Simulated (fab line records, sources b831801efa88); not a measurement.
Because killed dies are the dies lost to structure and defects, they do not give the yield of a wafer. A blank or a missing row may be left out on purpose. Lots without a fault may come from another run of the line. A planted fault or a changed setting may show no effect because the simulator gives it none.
8D (eight disciplines) problem report, filled in by code + flow gf180mcu + the parts of the form that need people (team, actions taken, sign-off) are left out

## 1. THE PROBLEM
Wafers free of any fault read 418.2 ohm/sq (standard deviation 1.1) for HV_LDD_RS at GF_HV_LDD_RS_MEAS_53, against a mean of 373.3 ohm/sq on 6 wafers of 2 lots. Relative to the usual mean, that is a shift of -41 standard deviations.
The step: measures by four-point-probe.
The first sign was on wafer L623.4 at day 16 04:04, on film-metro-03. Wafers with a number at this step in the record: 42, from 14 lots. The rule behind "out" and "out of limits": a value lying over 4 standard deviations away from the usual mean. Any other wafer with a number is counted as sound.

## 2. WHAT IT IS AND WHAT IT IS NOT
| question                    | is                     | is not                                                                                                         |
|-----------------------------|------------------------|----------------------------------------------------------------------------------------------------------------|
| which readings at this step | HV_LDD_RS              | -                                                                                                              |
| which lots                  | L623, L624             | L612, L613, L614, L615, L626, L627, L629, L631, L632, L633, L634, L635                                         |
| which wafers of those lots  | all that have a number | -                                                                                                              |
| read on which gauges        | film-metro-03          | film-metro-02, film-metro-04                                                                                   |
| when                        | from day 16 04:04      | up to then (12 sound wafers); but 24 sound wafers of L626, L627, L629, L631, L632, L633, L634, L635 came after |

## 3. THE SUSPECTS, EACH WITH WHAT RULES IT OUT
Counting: a tool at any process step up to the reading remains a suspect when it ran all the lots that are out and ran no sound lot after the first of those.
- the gauge at GF_HV_LDD_RS_MEAS_53 is ruled out. All the wafers that are out were read on film-metro-03, but those of them that GF_HV_LDD_IMPLANT_34 has rows for are out there too, on other tools.
- implanter-02 at GF_HV_LDD_IMPLANT_34: ruled out as a lasting fault. Sound lots L635 ran on it after its first lot that is out, L623 (day 15 05:09).
Left after counting: nothing in the record.

## 4. THE CAUSE (what the simulator had put in)
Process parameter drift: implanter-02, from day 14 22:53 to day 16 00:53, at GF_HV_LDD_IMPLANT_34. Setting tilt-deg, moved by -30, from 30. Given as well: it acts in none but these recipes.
Counting ruled it out, wrongly: the rule takes a fault to strike every lot that its tool runs from its start on, and this one did not.

## 5. THE EFFECT CHAIN, in route order
Rows list readings where the struck wafers' mean (over those with a number) sits beyond 3 standard deviations from the usual. Readings are gone through only where the record gives a usual standard deviation; hours: the median, over the lots, of the time from a lot's start at the first step in this table giving one to that lot's start at this step; sigmas: the change measured in usual standard deviations.
| hours | step                 | reading   | usual          | on struck wafers | change  | sigmas      |
|-------|----------------------|-----------|----------------|------------------|---------|-------------|
| 0     | GF_HV_LDD_IMPLANT_34 | tilt-deg  | 30.000 degrees | -0.012           | -30.012 | -99 or more |
| 23    | GF_HV_LDD_RS_MEAS_53 | HV_LDD_RS | 418.2 ohm/sq   | 373.3            | -44.9   | -41         |
Here are the process steps it includes:
- GF_HV_LDD_IMPLANT_34

## 6. HOW IT WOULD HAVE BEEN CAUGHT EARLIER
In this record the first reading out of limits at a measuring or inspecting step was taken at day 16 04:04, 29 hours after the fault began at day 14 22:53.
Tool's own readings at GF_HV_LDD_IMPLANT_34, tilt-deg: out on all struck wafers the step has rows for; an alarm limit on them would have tripped on the first.
